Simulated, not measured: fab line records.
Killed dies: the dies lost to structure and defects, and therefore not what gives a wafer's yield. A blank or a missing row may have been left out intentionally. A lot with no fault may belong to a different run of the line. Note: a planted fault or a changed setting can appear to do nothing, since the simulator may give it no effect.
fab line records	flow sky130
record: lots: 6	wafers: 18	last_day: 50
route steps=708 shown POLY_GATE@222 PAD_OPEN@708
lots untouched by any fault: they come from a run of this same line in which no faults occurred
start_h: hours from the record's opening day to when the first of the lot's shown wafers began	wait_h: hours since the lot's step before	" unchanged from the row above	L1.1+2: several wafers, shown together as one row	- no value, or no start was given	* or withheld: withheld	< > ~ a bound
route shown NAME@n: a module of which the file shows steps, and the number in the route of the first	usual: the fault-free wafers' mean and standard deviation	same: alike in all rows	chamber/n: place in a boat	sites: the reading at each site	_std_site: the values' standard deviation	_edge_site: inner sites' mean taken away from outer sites' mean	radius_mm: how far each site lies from the wafer's centre	mask NAME#n: copy n	behind: the tool/chamber that last shaped the wafer	hold: why the lot was held/for how many hours/how that ended	device: whichever transistor did not switch (one of n, p or np)	end of line: at the end of the route, the tests of the same wafers	a step given without rows: its recipe and nothing more	killed: dies lost to structure and defects at the first sort, not the wafer's yield	map: a wafer's dies, marking killed ones x, the rest . and places with no die _
set.NAME: the setting the step ran with; set.NAME@STEP: the setting that earlier step ran with	model.NAME: the simulator's own value behind a step, which no gauge read
certain route steps with their lots: each step a table, each wafer a row
services: when a tool's chamber went out of use (start_h, in hours from the record's first day, below 0 if earlier), for how many hours, and the reason
== steps ==
step: SKY_POLY_GATE_COAT_08
recipe: resist: KrF-thick	spin_rpm: 3000	resist_thk_nm: 450
step: SKY_POLY_GATE_SOFTBAKE_09
recipe: temp_c: 100	time_s: 90	resist: KrF-thick
step: SKY_POLY_GATE_EXPOSE_10
recipe: mask_id: P1M	na: 0.68	source_shape: conventional	sigma_outer: 0.6	target_cd_nm: 150	dose_mj: 28
step: SKY_POLY_GATE_PEB_11
recipe: peb_temp_c: withheld	peb_time_s: withheld	resist: KrF-thick
step: SKY_POLY_GATE_DEVELOP_12
recipe: develop_time_s: 60	resist: KrF-thick	dev_temp_c: 21
step: SKY_POLY_GATE_CD_MEAS_13
recipe: target_cd_nm: 150
usual: cd_nm: 149.9/1.3
lot.wafer	tool	chamber	start_h	wait_h	cd_nm
L155.2	cd_sem-02	-	419.05	-	150.8
L155.3	"	-	"	"	152.2
L155.4	"	-	"	"	152.6
L156.2	cd_sem-02	-	429.09	-	150.1
L156.4	"	-	"	"	148.3
L156.6	"	-	"	"	148.8
L162.4	cd_sem-01	-	486.92	-	150.1
L162.5	"	-	"	"	149.2
L162.6	"	-	"	"	149.2
L167.2	cd_sem-01	-	529.30	-	149.1
L167.3	"	-	"	"	149.7
L167.4	"	-	"	"	147.4
L171.1	cd_sem-02	-	559.47	-	150.5
L171.2	"	-	"	"	150.4
L171.6	"	-	"	"	150.7
L172.1	cd_sem-01	-	570.42	-	149.4
L172.4	"	-	"	"	149.9
L172.5	"	-	"	"	149.5
step: SKY_POLY_GATE_OVL_MEAS_14
usual: POLY_GATE_OVL: -2/5.7
lot.wafer	tool	chamber	start_h	wait_h	POLY_GATE_OVL[nm]
L155.2	overlay-02	-	419.16	0.1	-1
L155.3	"	-	"	"	-10
L155.4	"	-	"	"	-1
L156.2	overlay-02	-	429.20	0.1	-6
L156.4	"	-	"	"	-11
L156.6	"	-	"	"	-8
L162.4	overlay-01	-	487.00	0.1	1
L162.5	"	-	"	"	-5
L162.6	"	-	"	"	-3
L167.2	overlay-02	-	529.41	0.1	-7
L167.3	"	-	"	"	-2
L167.4	"	-	"	"	-7
L171.1	overlay-02	-	559.59	0.1	-17
L171.2	"	-	"	"	-11
L171.6	"	-	"	"	-11
L172.1	overlay-02	-	570.54	0.1	-1
L172.4	"	-	"	"	-8
L172.5	"	-	"	"	-1
step: SKY_POLY_GATE_ETCH_15
recipe: chemistry: N2/H2	target: BARC	ion_energy_ev: 200	source_w: 500	bias_w: 100	pressure_mtorr: 30	n2_flow_sccm: 100	h2_flow_sccm: 200	stop_on: SiO2	time_s: 118.5	target_depth_a: 1100
usual: drypump_motor_current_A: 5.7/0.5	oes_product_au: 0.715/0.0047	rf_fwd_power_W: 497.4/1.6	throttle_valve_pct: 13.211/0.0089
lot.wafer	tool	chamber	start_h	wait_h	drypump_motor_current_A	oes_product_au	rf_fwd_power_W	rf_hours_counter_h	throttle_valve_pct
L155.2	rie_diel-01	2	419.19	0.0	6.3	0.711	498.1	66	13.210
L155.3	"	0	"	"	5.7	0.708	496.4	63	13.206
L155.4	"	1	"	"	6.2	0.721	495.3	96	13.215
L156.2	rie_diel-03	1	429.23	0.0	6.3	0.715	497.4	79	13.196
L156.4	"	2	"	"	4.8	0.710	498.8	3	13.210
L156.6	"	0	"	"	5.6	0.713	498.3	-	13.222
L162.4	rie_diel-04	3	487.02	0.0	5.1	0.717	497.0	6	13.214
L162.5	"	0	"	"	6.3	0.715	495.7	-	13.221
L162.6	"	3	"	"	5.1	0.715	497.2	-	13.224
L167.2	rie_diel-03	2	529.44	0.0	4.8	0.719	498.2	5	13.222
L167.3	"	1	"	"	6.3	0.712	498.7	81	13.228
L167.4	"	3	"	"	6.0	0.707	498.7	2	13.216
L171.1	rie_diel-03	3	559.63	0.0	6.0	0.707	498.7	3	13.219
L171.2	"	2	"	"	4.8	0.715	500.7	5	13.210
L171.6	"	2	"	"	4.8	0.726	497.6	-	13.220
L172.1	rie_diel-04	1	570.58	0.0	5.6	0.719	498.6	9	13.211
L172.4	"	2	"	"	5.5	0.715	498.7	32	13.200
L172.5	"	3	"	"	5.1	0.711	497.6	-	13.214
step: SKY_POLY_GATE_ETCH_16
recipe: stop_on: poly-Si	chemistry: CH3F/O2	target: Si3N4	source_w: 400	bias_w: 80	pressure_mtorr: 25	ch3f_flow_sccm: 40	O2_flow_sccm: 30	time_s: 147.5	target_depth_a: 750
usual: drypump_motor_current_A: 5.7/0.5	oes_product_au: 0.640/0.0051	rf_fwd_power_W: 398.1/1.3	throttle_valve_pct: 10.535/0.0084
lot.wafer	tool	chamber	start_h	wait_h	drypump_motor_current_A	oes_product_au	rf_fwd_power_W	rf_hours_counter_h	throttle_valve_pct
L155.2	rie_diel-01	2	419.27	0.0	6.3	0.644	397.3	66	10.543
L155.3	"	0	"	"	5.7	0.645	397.4	63	10.541
L155.4	"	1	"	"	6.2	0.646	396.4	96	10.539
L156.2	rie_diel-03	1	429.31	0.0	6.3	0.647	397.0	79	10.549
L156.4	"	2	"	"	4.8	0.638	399.1	3	10.524
L156.6	"	0	"	"	5.6	0.646	396.8	-	10.528
L162.4	rie_diel-04	3	487.10	0.0	5.0	0.650	400.1	6	10.535
L162.5	"	0	"	"	6.3	0.649	396.8	-	10.525
L162.6	"	3	"	"	5.0	0.637	399.4	-	10.521
L167.2	rie_diel-03	2	529.52	0.0	4.8	0.648	396.9	5	10.538
L167.3	"	1	"	"	6.3	0.647	395.9	81	10.531
L167.4	"	3	"	"	6.0	0.639	399.4	2	10.542
L171.1	rie_diel-03	3	559.71	0.0	6.0	0.641	398.5	3	10.542
L171.2	"	2	"	"	4.8	0.641	397.2	5	10.520
L171.6	"	2	"	"	4.8	0.648	398.3	-	10.533
L172.1	rie_diel-04	1	570.66	0.0	5.7	0.644	399.0	9	10.527
L172.4	"	2	"	"	5.6	0.644	400.1	32	10.513
L172.5	"	3	"	"	5.1	0.633	399.8	-	10.537
step: SKY_POLY_GATE_ETCH_17
recipe: target_depth_nm: 180	stop_on: SiO2	over_etch_frac: 0.56667	chemistry: HBr/Cl2	target: poly-Si	icp_w: 400	bias_w: 100	pressure_mtorr: 10	HBr_flow_sccm: 150	Cl2_flow_sccm: 50	time_s: 70.5
usual: drypump_motor_current_A: 5.9/0.4	oes_product_au: 0.989/0.0082	rf_fwd_power_W: 396.8/1.4	throttle_valve_pct: 33.685/0.0089
lot.wafer	tool	chamber	start_h	wait_h	drypump_motor_current_A	oes_product_au	rf_fwd_power_W	rf_hours_counter_h	throttle_valve_pct
L155.2	rie_si-02	3	419.37	0.0	5.5	1.003	395.9	33	33.693
L155.3	"	0	"	"	5.3	1.000	396.2	1	33.688
L155.4	"	1	"	"	5.7	0.985	397.1	2	33.695
L156.2	rie_si-01	3	429.41	0.0	6.4	0.986	398.2	5	33.685
L156.4	"	0	"	"	5.5	0.977	398.8	-	33.665
L156.6	"	2	"	"	5.8	0.982	396.2	-	33.686
L162.4	rie_si-01	1	487.20	0.0	6.2	0.989	397.7	4	33.699
L162.5	"	0	"	"	5.5	0.977	397.8	-	33.682
L162.6	"	3	"	"	6.4	0.988	398.8	-	33.683
L167.2	rie_si-02	1	529.62	0.0	5.7	0.985	395.9	3	33.690
L167.3	"	2	"	"	6.4	0.991	397.7	5	33.684
L167.4	"	3	"	"	5.5	0.991	396.3	33	33.695
L171.1	rie_si-02	1	559.81	0.0	5.7	1.006	394.3	3	33.682
L171.2	"	0	"	"	5.3	0.986	398.1	2	33.690
L171.6	"	1	"	"	5.7	0.992	394.4	-	33.693
L172.1	rie_si-01	3	570.76	0.0	6.5	1.001	397.2	6	33.682
L172.4	"	0	"	"	5.5	0.983	397.5	4	33.695
L172.5	"	3	"	"	6.5	0.993	396.1	-	33.678
step: SKY_POLY_GATE_STRIP_18
recipe: chemistry: O2/N2	power_w: 1400	pressure_mtorr: 1500	platen_temp_c: withheld	o2_flow_sccm: 3000	n2_flow_sccm: 300	overash_fraction: 0.5
usual: drypump_motor_current_A: 5.7/0.36	oes_product_au: 0.359/0.005	strip_time_to_endpoint_s: 3.14/0.047
lot.wafer	tool	chamber	start_h	wait_h	drypump_motor_current_A	oes_product_au	rf_hours_counter_h	strip_time_to_endpoint_s
L155.2	plasma_asher-01	1	419.43	0.0	5.9	0.359	30	3.11
L155.3	"	1	"	"	6.0	0.351	-	3.10
L155.4	"	0	"	"	5.9	0.355	-	3.10
L156.2	plasma_asher-04	0	429.47	0.0	4.8	0.363	72	3.20
L156.4	"	1	"	"	5.9	0.365	-	3.20
L156.6	"	1	"	"	5.9	0.357	-	3.12
L162.4	plasma_asher-02	0	487.29	0.1	6.0	0.360	-	3.13
L162.5	"	1	"	"	5.6	0.356	-	3.08
L162.6	"	0	"	"	6.0	0.359	-	3.13
L167.2	plasma_asher-02	1	529.68	0.0	5.5	0.359	69	3.11
L167.3	"	1	"	"	5.5	0.367	-	3.18
L167.4	"	0	"	"	6.0	0.359	-	3.19
L171.1	plasma_asher-02	0	559.86	0.0	6.0	0.366	72	3.20
L171.2	"	1	"	"	5.6	0.355	72	3.13
L171.6	"	1	"	"	5.6	0.363	-	3.15
L172.1	plasma_asher-01	0	570.81	0.0	5.9	0.356	45	3.15
L172.4	"	1	"	"	5.9	0.368	-	3.24
L172.5	"	0	"	"	5.9	0.362	-	3.17
step: SKY_POLY_GATE_CLEAN_19
recipe: chemistry: SC1/SC2	mix: 1:4:20	temp_c: 70	time_s: 150	dry: n2_spin
step: SKY_POLY_GATE_OXIDATION_20
recipe: temp_c: 850	ambient: O2	stabilise_s: 600	purge_s: 300	target_thk_a: 40	ox_time_s: 899
usual: ox_time_s: 899/0	zone_power_lower_pct: 16.2/1.3
lot.wafer	tool	chamber	start_h	wait_h	ox_time_s	zone_power_lower_pct	model.SiO2_of_POLY_GATE_OXIDATION_20.thk_nm
L155.2	furnace-02	0	419.73	0.1	719.2	18.0	3.334
L155.3	"	0	"	"	719.2	17.8	3.301
L155.4	"	0	"	"	719.2	18.3	3.336
L156.2	furnace-02	0	430.06	0.4	719.2	17.8	3.351
L156.4	"	0	"	"	719.2	17.8	3.376
L156.6	"	0	"	"	719.2	18.2	3.403
L162.4	furnace-01	0	487.41	0.0	899	15.0	4.013
L162.5	"	0	"	"	899	15.4	4.022
L162.6	"	0	"	"	899	15.0	3.937
L167.2	furnace-02	0	529.83	0.0	899	17.8	4.028
L167.3	"	0	"	"	899	17.7	4.04
L167.4	"	0	"	"	899	17.9	3.987
L171.1	furnace-01	0	560.76	0.7	899	15.2	3.899
L171.2	"	0	"	"	899	15.1	3.974
L171.6	"	0	"	"	899	15.3	3.954
L172.1	furnace-01	0	571.90	0.9	899	15.3	4.051
L172.4	"	0	"	"	899	15.3	4.121
L172.5	"	0	"	"	899	15.2	4.074
step: SKY_POLY_GATE_THK_MEAS_21
recipe: reads: SiO2_of_POLY_GATE_OXIDATION_20
usual: POLY_GATE_OXIDATION_THK: 3.98/0.09
lot.wafer	tool	chamber	start_h	wait_h	POLY_GATE_OXIDATION_THK[nm]
L155.2	film_metro-03	-	420.99	0.0	3.31
L155.3	"	-	"	"	3.32
L155.4	"	-	"	"	3.24
L156.2	film_metro-02	-	431.32	0.0	3.37
L156.4	"	-	"	"	3.36
L156.6	"	-	"	"	3.41
L162.4	film_metro-04	-	488.69	0.0	4.03
L162.5	"	-	"	"	4.09
L162.6	"	-	"	"	3.92
L167.2	film_metro-02	-	531.09	0.0	4.10
L167.3	"	-	"	"	4.09
L167.4	"	-	"	"	4.01
L171.1	film_metro-02	-	562.01	0.0	3.93
L171.2	"	-	"	"	3.99
L171.6	"	-	"	"	3.98
L172.1	film_metro-03	-	573.15	0.0	4.06
L172.4	"	-	"	"	4.12
L172.5	"	-	"	"	4.09
step: SKY_POLY_GATE_CD_MEAS_22
usual: cd_nm: 150.7/2.2
lot.wafer	tool	chamber	start_h	wait_h	cd_nm
L155.2	cd_sem-01	-	421.07	0.1	148.3
L155.3	"	-	"	"	152.1
L155.4	"	-	"	"	149.8
L156.2	cd_sem-01	-	431.40	0.1	146.9
L156.4	"	-	"	"	149.3
L156.6	"	-	"	"	146.8
L162.4	cd_sem-01	-	488.80	0.1	149.7
L162.5	"	-	"	"	153.5
L162.6	"	-	"	"	149.1
L167.2	cd_sem-02	-	531.17	0.1	151.6
L167.3	"	-	"	"	148.2
L167.4	"	-	"	"	151.5
L171.1	cd_sem-02	-	562.07	0.1	152.9
L171.2	"	-	"	"	153.1
L171.6	"	-	"	"	152.1
L172.1	cd_sem-01	-	573.21	0.1	151.0
L172.4	"	-	"	"	149.9
L172.5	"	-	"	"	146.2
step: SKY_PAD_OPEN_PROBE_99
usual: killed_at_M0_to_M3: 43/6.4	killed_at_M4_up: 2.8/1.7	killed_at_contacts: 24/5.5	killed_at_front_end: 15/4	killed_at_other: 0.3/0.54	killed_dies: 86/9.1	killed_open: 47/6.6	killed_short: 39/6.2
same: gross_dies: 492	killed_at_back_side: 0
lot.wafer	tool	chamber	start_h	wait_h	killed_at_M0_to_M3	killed_at_M4_up	killed_at_contacts	killed_at_front_end	killed_at_other	killed_dies	killed_open	killed_short	model.etest.tip_n.rs_ohm_sq
L155.2	prober-02	-	1110.08	0.1	44	2	19	11	0	76	47	29	427.4
L155.3	prober-02	-	1110.13	0.2	38	2	18	14	1	73	39	34	430.6
L155.4	prober-02	-	1110.18	0.2	43	3	28	8	1	83	45	38	429.6
L156.2	prober-01	-	1115.64	0.1	48	0	26	19	1	94	52	42	431.2
L156.4	prober-01	-	1115.74	0.2	55	2	24	14	0	95	49	46	435.3
L156.6	prober-01	-	1115.84	0.2	43	2	34	11	0	90	44	46	436.3
L162.4	prober-01	-	1155.94	0.2	51	4	30	6	0	91	58	33	442.5
L162.5	prober-01	-	1155.99	0.2	45	4	32	14	0	95	53	42	441.4
L162.6	prober-01	-	1156.04	0.2	50	4	29	15	0	98	56	42	437.2
L167.2	prober-02	-	1174.80	0.1	41	3	19	18	0	81	46	35	444.6
L167.3	prober-02	-	1174.85	0.2	47	2	16	13	1	79	46	33	439.7
L167.4	prober-02	-	1174.90	0.2	41	3	27	13	0	84	48	36	444.4
L171.1	prober-02	-	1193.18	0.1	38	2	25	20	0	85	43	42	441.2
L171.2	prober-02	-	1193.23	0.1	37	4	21	14	0	76	40	36	444.4
L171.6	prober-02	-	1193.43	0.2	39	1	19	12	1	72	42	30	442.6
L172.1	prober-01	-	1197.69	0.1	39	6	25	14	0	84	41	43	441.3
L172.4	prober-01	-	1197.84	0.2	48	3	21	14	0	86	43	43	446.8
L172.5	prober-01	-	1197.89	0.2	41	1	30	15	0	87	53	34	447.5
killed by level:class
L155.2 VIA1:geometric_particle:open=11 VIA2:geometric_particle:open=7 CONTACT:geometric_particle:open=6 VIA3:geometric_particle:open=6 LI_CONTACT:geometric_particle:open=5 FIELD_ISO:geometric_particle:open=4 METAL2:geometric_particle:short=4 LOCAL_INTERCONNECT:geometric_particle:short=3
L155.3 VIA1:geometric_particle:open=7 VIA2:geometric_particle:open=7 VIA3:geometric_particle:open=6 LI_CONTACT:geometric_particle:open=5 METAL1:geometric_particle:short=5 LI_CONTACT:geometric_particle:short=4 CONTACT:geometric_particle:open=4 METAL2:geometric_particle:short=4
L155.4 CONTACT:geometric_particle:open=11 VIA1:geometric_particle:open=9 LI_CONTACT:geometric_particle:open=7 VIA2:geometric_particle:open=6 METAL1:geometric_particle:short=6 METAL2:geometric_particle:short=6 CONTACT:geometric_particle:short=5 METAL3:geometric_particle:short=5
L156.2 VIA1:geometric_particle:open=13 CONTACT:geometric_particle:open=11 METAL1:geometric_particle:short=9 POLY_GATE:geometric_particle:short=7 VIA3:geometric_particle:open=7 LI_CONTACT:geometric_particle:open=6 METAL2:geometric_particle:short=5 POLY_GATE:geometric_particle:open=4
L156.4 VIA1:geometric_particle:open=17 CONTACT:geometric_particle:open=10 METAL1:geometric_particle:short=7 VIA1:geometric_particle:short=6 VIA2:geometric_particle:short=6 METAL2:geometric_particle:short=5 VIA2:geometric_particle:open=5 FIELD_ISO:geometric_particle:short=4
L156.6 CONTACT:geometric_particle:short=9 LI_CONTACT:geometric_particle:open=8 CONTACT:geometric_particle:open=8 VIA3:geometric_particle:open=8 VIA1:geometric_particle:open=6 VIA1:geometric_particle:short=6 LOCAL_INTERCONNECT:geometric_particle:short=6 VIA2:geometric_particle:open=6
L162.4 VIA1:geometric_particle:open=14 LI_CONTACT:geometric_particle:open=12 CONTACT:geometric_particle:open=9 VIA2:geometric_particle:open=9 VIA3:geometric_particle:open=7 METAL3:geometric_particle:short=6 CONTACT:geometric_particle:short=5 METAL1:geometric_particle:short=5
L162.5 VIA1:geometric_particle:open=11 CONTACT:geometric_particle:open=9 METAL3:geometric_particle:short=9 VIA3:geometric_particle:open=8 LI_CONTACT:geometric_particle:open=7 LOCAL_INTERCONNECT:geometric_particle:short=7 POLY_GATE:geometric_particle:open=5 CONTACT:geometric_particle:short=5
L162.6 LI_CONTACT:geometric_particle:open=11 VIA1:geometric_particle:open=11 CONTACT:geometric_particle:open=10 METAL1:geometric_particle:short=9 VIA2:geometric_particle:open=8 POLY_GATE:geometric_particle:short=7 VIA1:geometric_particle:short=7 METAL2:geometric_particle:short=4
L167.2 VIA2:geometric_particle:open=8 LI_CONTACT:geometric_particle:open=8 VIA1:geometric_particle:open=8 VIA3:geometric_particle:open=8 METAL3:geometric_particle:short=6 POLY_GATE:geometric_particle:short=5 FIELD_ISO:geometric_particle:short=4 POLY_GATE:geometric_particle:open=4
L167.3 VIA2:geometric_particle:open=14 VIA1:geometric_particle:open=9 LI_CONTACT:geometric_particle:short=5 METAL1:geometric_particle:short=5 VIA3:geometric_particle:open=5 FIELD_ISO:geometric_particle:open=4 POLY_GATE:geometric_particle:open=4 VIA2:geometric_particle:short=3
L167.4 VIA1:geometric_particle:open=14 LI_CONTACT:geometric_particle:open=8 CONTACT:geometric_particle:open=8 CONTACT:geometric_particle:short=7 METAL2:geometric_particle:short=5 METAL3:geometric_particle:short=5 VIA2:geometric_particle:open=5 VIA3:geometric_particle:open=5
L171.1 CONTACT:geometric_particle:open=8 VIA2:geometric_particle:open=7 FIELD_ISO:geometric_particle:open=6 LI_CONTACT:geometric_particle:open=6 LOCAL_INTERCONNECT:geometric_particle:short=5 VIA1:geometric_particle:open=5 METAL3:geometric_particle:short=5 POLY_GATE:geometric_particle:short=4
L171.2 LI_CONTACT:geometric_particle:open=7 VIA1:geometric_particle:open=7 CONTACT:geometric_particle:short=6 VIA3:geometric_particle:open=6 FIELD_ISO:geometric_particle:short=5 VIA2:geometric_particle:open=5 CONTACT:geometric_particle:open=4 METAL3:geometric_particle:short=4
L171.6 VIA1:geometric_particle:open=9 VIA3:geometric_particle:open=7 LI_CONTACT:geometric_particle:open=6 METAL2:geometric_particle:short=6 CONTACT:geometric_particle:open=5 FIELD_ISO:geometric_particle:open=4 CONTACT:geometric_particle:short=4 POLY_GATE:geometric_particle:open=3
L172.1 METAL1:geometric_particle:short=11 LI_CONTACT:geometric_particle:open=7 CONTACT:geometric_particle:open=7 CONTACT:geometric_particle:short=6 FIELD_ISO:geometric_particle:open=5 VIA1:geometric_particle:open=5 METAL2:geometric_particle:short=5 VIA2:geometric_particle:short=5
L172.4 VIA1:geometric_particle:open=15 CONTACT:geometric_particle:short=8 VIA1:geometric_particle:short=7 CONTACT:geometric_particle:open=6 VIA2:geometric_particle:open=6 METAL1:geometric_particle:short=5 METAL2:geometric_particle:short=5 VIA3:geometric_particle:open=5
L172.5 CONTACT:geometric_particle:open=15 VIA1:geometric_particle:open=9 VIA2:geometric_particle:open=8 VIA3:geometric_particle:open=8 CONTACT:geometric_particle:short=5 LI_CONTACT:geometric_particle:short=4 LI_CONTACT:geometric_particle:open=4 METAL2:geometric_particle:short=4
== services ==
tool	chamber	start_h	hours	kind
furnace-02	-	404.30	8.6	pm
rie_si-01	1	408.70	1.5	repair
plasma_asher-02	-	419.14	0.8	repair
plasma_asher-01	-	420.99	1.3	repair
rie_diel-04	1	424.37	3.4	repair
rie_si-01	1	427.74	5.4	repair
rie_diel-04	1	433.87	4.6	repair
rie_diel-04	2	434.32	3.5	repair
furnace-01	-	442.49	1.2	repair
rie_si-01	1	451.37	7.2	repair
plasma_asher-01	-	488.50	1.9	repair
rie_diel-04	-	515.70	2.8	pm
furnace-02	-	516.00	2.7	pm
rie_diel-04	2	527.51	5.9	repair
rie_diel-01	-	527.52	2.8	pm
rie_diel-01	0	533.95	11.8	repair
rie_si-02	-	544.43	2.1	repair
furnace-01	-	548.93	3.4	pm
furnace-01	-	552.28	3.8	pm
furnace-02	-	556.09	2.8	pm
rie_diel-03	1	558.66	-	clean
rie_diel-03	1	558.66	21.8	scheduled_down
rie_diel-03	1	558.66	21.8	vent_cycle
furnace-02	-	570.13	48.5	repair
== key ==
first_sign: step: SKY_POLY_GATE_OXIDATION_20	reading: ox_time_s	direction: down	sigmas: 99+	usual: *	struck: *
effect: step: SKY_POLY_GATE_THK_MEAS_21	reading: POLY_GATE_OXIDATION_THK	direction: down	sigmas: 7.2	usual: 3.98	struck: 3.34
model_effect: step: SKY_POLY_GATE_OXIDATION_20	value: SiO2_of_POLY_GATE_OXIDATION_20.thk_nm	without: 3.957	struck: 3.35
model_effect: step: SKY_PAD_OPEN_PROBE_99	value: etest.tip_n.rs_ohm_sq	without: 439.8	struck: 431.8
met_at SKY_POLY_GATE_OXIDATION_20
struck_wafers L155.2,L155.3,L155.4,L156.2,L156.4,L156.6
tester_left_out L155,L156
fault: kind: process_parameter_drift	tool: furnace-02	chamber: -	onset_h: 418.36	steps: SKY_POLY_GATE_OXIDATION_20	channel: ox_time_s	offset: *	shape: step	end_h: 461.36	acts_in: *	stated: *
tester_left_out: of these lots the tester's yield and bins aren't shown, on N5 and GAA mostly nor the transistor test; their killed dies are dies lost to structure and defects alone, not to doping, threshold or leakage, so they don't give the yield
